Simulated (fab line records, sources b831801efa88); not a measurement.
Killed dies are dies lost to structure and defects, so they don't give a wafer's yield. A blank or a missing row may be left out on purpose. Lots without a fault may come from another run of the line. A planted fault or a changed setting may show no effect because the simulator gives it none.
Split-lot experiment | flow sky130 | 5 lots, 23 wafers read, on a route of 708 steps

THE SPLIT
At SKY_SD_P_EXPOSE_04 (exposes mask PSDM, target cd 380 nm), the setting dose_mj was moved away from the recipe's 138 on 7 of the 23 wafers read, by -7.5% to +4.6%. The other wafers ran this setting at the recipe's value.

FROM THE SPLIT TO THE READING: what the file shows between them, 2 steps
- SKY_SD_P_PEB_05
- SKY_SD_P_DEVELOP_06: develop time 57.32 s

THE READING
cd_nm, in nm, at SKY_SD_P_CD_MEAS_07 (target cd 380 nm). Fault-free wafers of this fab line usually give 380 nm, standard deviation 3.1 nm.

wafer  | tool, chamber at the split | dose_mj as run | against the recipe | cd_nm, nm | against lot-mates on the recipe
L074.2 | iline_stepper-01, 0        | 138            | recipe             | 379       | -
L074.3 | iline_stepper-01, 0        | 144.4          | +4.6%              | 393       | +14
L074.4 | iline_stepper-01, 0        | 138            | recipe             | 379       | -
L074.5 | iline_stepper-01, 0        | 138            | recipe             | 378       | -
L074.6 | iline_stepper-01, 0        | 144.4          | +4.6%              | 391       | +12
L078.1 | iline_stepper-01, 0        | 138            | recipe             | 378       | -
L078.3 | iline_stepper-01, 0        | 138            | recipe             | 379       | -
L078.4 | iline_stepper-01, 0        | 138            | recipe             | 379       | -
L080.1 | iline_stepper-02, 0        | 133.6          | -3.2%              | 375       | -11
L080.3 | iline_stepper-02, 0        | 138            | recipe             | 387       | -
L080.4 | iline_stepper-02, 0        | 138            | recipe             | 385       | -
L080.5 | iline_stepper-02, 0        | 133.6          | -3.2%              | 378       | -8
L080.6 | iline_stepper-02, 0        | 133.6          | -3.2%              | 375       | -11
L083.1 | iline_stepper-01, 0        | 127.7          | -7.5%              | 356       | -25
L083.2 | iline_stepper-01, 0        | 127.7          | -7.5%              | 359       | -22
L083.3 | iline_stepper-01, 0        | 138            | recipe             | 381       | -
L083.4 | iline_stepper-01, 0        | 138            | recipe             | 381       | -
L083.6 | iline_stepper-01, 0        | 138            | recipe             | 381       | -
L082.1 | iline_stepper-02, 0        | 138            | recipe             | 381       | -
L082.2 | iline_stepper-02, 0        | 138            | recipe             | 383       | -
L082.3 | iline_stepper-02, 0        | 138            | recipe             | 383       | -
L082.4 | iline_stepper-02, 0        | 138            | recipe             | 383       | -
L082.6 | iline_stepper-02, 0        | 138            | recipe             | 383       | -

THE FIT
A straight line over all 23 wafers: cd_nm changes by +2.73 nm for each +1% of dose_mj; r = +0.94; the points scatter about the line by 2.9 nm.
The same after taking each lot's own level away (the mean of its wafers on the recipe; 23 wafers): +3.07 nm for each +1%; r = +0.99; scatter 1 nm.
On that fit, the largest move of dose_mj shifts the reading by 23 nm.
The lots' own levels span 378.7 to 386.0 nm, that is 2.4 times the standard deviation above.
So the lot-to-lot level changes the slope: the two fits differ.
Check: with one of the wafers moved furthest among these (-7.5%) left out of the fit, the line predicts -22.2 nm for it against its lot-mates. It came out at -25 nm against them.

OTHER SPLITS ON THESE WAFERS
These wafers also went through other splits before the reading. Each is held against what the fit with the lots' levels taken away leaves over:
other split on the same wafers      | wafers away from the commonest value | r with cd_nm (lot level and that fit taken away)
SKY_SONOS_ONO_DEVELOP_12 dev_temp_c | 6                                    | +0.30
SKY_POLY_GATE_COAT_07 spin_rpm      | 5                                    | +0.07
SKY_POLY_GATE_ETCH_16 time_s        | 5                                    | -0.15
SKY_LDD_N_IMPLANT_14 energy_kev     | 4                                    | +0.13
SKY_LDD_P_EXPOSE_04 dose_mj         | 9                                    | -0.09
SKY_LDD_HVN_COAT_02 resist_thk_nm   | 11                                   | -0.14
SKY_LDD_LDN_IMPLANT_10 energy_kev   | 5                                    | +0.14

THE WHOLE CHAIN: every reading that the file lists as answering this split, in the file's order
step                | what it does         | reading                                                     | change (the file's fit)              | r (the file's)
SKY_SD_P_DEVELOP_06 | develop time 57.32 s | SD_P.cd_nm (the simulator's own value, which no gauge read) | +3.06 nm for each +1% of the setting | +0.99
SKY_SD_P_CD_MEAS_07 | target cd 380 nm     | cd_nm                                                       | +3.05 nm for each +1% of the setting | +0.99

THE FILE'S OWN FIT
cd_nm changes by +3.05 nm for each +1% of dose_mj, r = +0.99.
